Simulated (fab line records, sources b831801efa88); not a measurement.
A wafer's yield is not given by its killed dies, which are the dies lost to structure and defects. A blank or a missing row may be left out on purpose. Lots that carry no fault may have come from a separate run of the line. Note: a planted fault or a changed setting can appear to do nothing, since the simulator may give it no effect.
Check of tool commonality + flow sky130 + Lots sampled 11, wafers sampled 36

WHY IT WAS OPENED
1 of 11 lots carry a flag on the reading NWELL_TW at SKY_NWELL_TW_MEAS_15. Fault-free wafers read 1822, with a standard deviation of 10.
Rule: a lot is flagged in two cases, either no wafer of it has a number, or all its wafers with numbers fall more than 4 standard deviations from that mean. All remaining lots are regarded as sound.

| lot  | measured     | on            | NWELL_TW, wafer by wafer | flag    |
|------|--------------|---------------|--------------------------|---------|
| L767 | day 4 10:50  | film metro-04 | 1818 1824 1840           |         |
| L768 | day 4 21:36  | film metro-04 | 1822 1839 1837           |         |
| L770 | day 5 05:05  | film metro-02 | 1801 1808 1821           |         |
| L771 | day 5 09:25  | film metro-02 | 1805 1805 1815           |         |
| L774 | day 6 05:01  | film metro-02 | 1820 1810 1811           |         |
| L780 | day 7 15:08  | film metro-02 | 30 30 30 30 30 30        | FLAGGED |
| L784 | day 8 23:47  | film metro-04 | 1835 1843 1840           |         |
| L785 | day 9 03:59  | film metro-03 | 1830 1817 1833           |         |
| L788 | day 9 18:44  | film metro-03 | 1815 1815 1827           |         |
| L789 | day 9 21:41  | film metro-02 | 1803 1802 1808           |         |
| L790 | day 10 05:23 | film metro-02 | 1837 1826 1843           |         |
On average the flagged lots read 30, which is -1792 against the usual, or -99 or more standard deviations.

TOOL THAT RAN EACH LOT
The record holds 2 process steps before the reading, out of a route of 708 steps. In each cell: the tool, then ch and the chambers that the sampled wafers went through, then the start.
| lot  | flag    | SKY_PWDE_STRIP_09                   | SKY_NWELL_STRIP_14                   |
|------|---------|-------------------------------------|--------------------------------------|
| L767 |         | plasma asher-03 ch 0,1, day 3 17:18 | plasma asher-01 ch 1, day 4 10:43    |
| L768 |         | plasma asher-03 ch 0,1, day 4 04:07 | plasma asher-01 ch 0,1, day 4 21:30  |
| L770 |         | plasma asher-03 ch 0,1, day 4 11:15 | plasma asher-01 ch 0,1, day 5 04:59  |
| L771 |         | plasma asher-01 ch 0,1, day 4 16:41 | plasma asher-01 ch 0,1, day 5 09:17  |
| L774 |         | plasma asher-01 ch 0,1, day 5 11:21 | plasma asher-02 ch 0,1, day 6 04:55  |
| L780 | FLAGGED | plasma asher-01 ch 0,1, day 6 18:46 | plasma asher-01 ch 0,1, day 7 15:02  |
| L784 |         | plasma asher-03 ch 0,1, day 8 02:08 | plasma asher-03 ch 0,1, day 8 23:41  |
| L785 |         | plasma asher-04 ch 0,1, day 8 06:28 | plasma asher-03 ch 0,1, day 9 03:52  |
| L788 |         | plasma asher-03 ch 0,1, day 8 20:52 | plasma asher-01 ch 0, day 9 18:37    |
| L789 |         | plasma asher-04 ch 0,1, day 8 23:34 | plasma asher-03 ch 0,1, day 9 21:35  |
| L790 |         | plasma asher-03 ch 0,1, day 9 06:57 | plasma asher-01 ch 0,1, day 10 05:16 |
What is done by these steps:
- SKY_PWDE_STRIP_09: strips in O2/N2.
- SKY_NWELL_STRIP_14: strips in O2/N2.
- SKY_NWELL_TW_MEAS_15

FLAGGED AGAINST TOTAL, ONE TOOL AT A TIME (gauges that did the reading follow at the end)
| step                 | tool            | lots run | flagged | share of the flagged lots | sound lots run after its first flagged lot |
|----------------------|-----------------|----------|---------|---------------------------|--------------------------------------------|
| SKY_PWDE_STRIP_09    | plasma asher-01 | 3        | 1       | all                       | 0                                          |
| SKY_PWDE_STRIP_09    | plasma asher-03 | 6        | 0       | none                      | -                                          |
| SKY_PWDE_STRIP_09    | plasma asher-04 | 2        | 0       | none                      | -                                          |
| SKY_NWELL_STRIP_14   | plasma asher-01 | 7        | 1       | all                       | 2 (L788,L790)                              |
| SKY_NWELL_STRIP_14   | plasma asher-02 | 1        | 0       | none                      | -                                          |
| SKY_NWELL_STRIP_14   | plasma asher-03 | 3        | 0       | none                      | -                                          |
| SKY_NWELL_TW_MEAS_15 | film metro-02   | 6        | 1       | all                       | 2 (L789,L790)                              |
| SKY_NWELL_TW_MEAS_15 | film metro-03   | 2        | 0       | none                      | -                                          |
| SKY_NWELL_TW_MEAS_15 | film metro-04   | 3        | 0       | none                      | -                                          |

WHAT THE TABLE PERMITS
All flagged lots were run by 3 table rows, namely plasma asher-01 at SKY_PWDE_STRIP_09, plasma asher-01 at SKY_NWELL_STRIP_14, film metro-02 at SKY_NWELL_TW_MEAS_15.
- plasma asher-01 at SKY_PWDE_STRIP_09: 1 of its 3 lots flagged. A fault beginning between L774 (day 5 11:21), its last sound lot, and L780 (day 6 18:46), its first flagged one, fits the data. Its own readings lie more than 4 standard deviations out on every wafer of the flagged lots: oes product au.
- plasma asher-01 at SKY_NWELL_STRIP_14: 1 of its 7 lots flagged. After the first flagged lot (L788, L790), sound lots still ran on it; a lasting fault on the whole tool would not permit that. Its own readings lie more than 4 standard deviations out on every wafer of the flagged lots: strip time to endpoint s.
- film metro-02 at SKY_NWELL_TW_MEAS_15: 1 of its 6 lots flagged. After the first flagged lot (L789, L790), sound lots still ran on it; a lasting fault on the whole tool would not permit that.
Left over: one tool, plasma asher-01 at SKY_PWDE_STRIP_09.

WHAT WAS PUT IN BY THE SIMULATOR
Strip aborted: plasma asher-01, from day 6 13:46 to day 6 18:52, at SKY_PWDE_STRIP_09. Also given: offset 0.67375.
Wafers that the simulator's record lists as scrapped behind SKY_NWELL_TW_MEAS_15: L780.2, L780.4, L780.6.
Lots struck among those shown: L780. The rule given above showed the same thing.
